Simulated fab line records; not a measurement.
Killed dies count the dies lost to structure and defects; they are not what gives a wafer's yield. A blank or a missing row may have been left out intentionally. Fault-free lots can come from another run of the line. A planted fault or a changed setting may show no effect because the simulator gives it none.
Matching of chambers -- flow gf180mcu -- pecvd-01 running GF_MIM_CVD_05: 3 sister chambers
The step deposits Si3N4, target thk 42 nm, time 29.086 s. 3 wafers are shown with their chamber, then 12 later ones without.

## WAFERS PAIRED WITH THEIR CHAMBERS
wafer,chamber,heater power w (W)
L081.4,2,683
L087.1,1,627
L087.5,0,641

## WAFERS WHOSE CHAMBER IS MISSING
wafer,heater power w (W)
L088.1,733
L088.4,601
L088.6,743
L095.1,668
L095.2,689
L095.3,604
L096.4,668
L096.5,698
L096.6,623
L097.1,653
L097.3,605
L097.5,653

## WHICH CHAMBER EACH WENT THROUGH
wafer,from the rows above,in truth
L088.1,can't be placed: 2 or 0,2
L088.4,can't be placed: 1 or 0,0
L088.6,can't be placed: 2 or 0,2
L095.1,can't be placed: 2 or 0 or 1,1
L095.2,can't be placed: 2 or 0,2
L095.3,can't be placed: 1 or 0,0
L096.4,can't be placed: 2 or 0 or 1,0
L096.5,can't be placed: 2 or 0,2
L096.6,can't be placed: 1 or 0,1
L097.1,can't be placed: 0 or 1 or 2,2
L097.3,can't be placed: 1 or 0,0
L097.5,can't be placed: 0 or 1 or 2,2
Correctly placed: 0 of 12. Not placeable from these rows: 12 (in 12, the candidates include the true chamber). Wrongly placed: 0.
How it was worked out, from the rows above alone: a wafer's distance from a chamber is the root of the sum, over the readings, of the square of ((its reading less the chamber's mean) divided by the reading's scatter). If the next closest chamber is less than 2 further off than the closest, the wafer can't be placed; otherwise it belongs to the closest. A chamber's mean is the mean of its shown wafers. The scatter: with one shown wafer a chamber, the root of the mean of the squares of how far each hidden wafer lies from its nearest shown one.
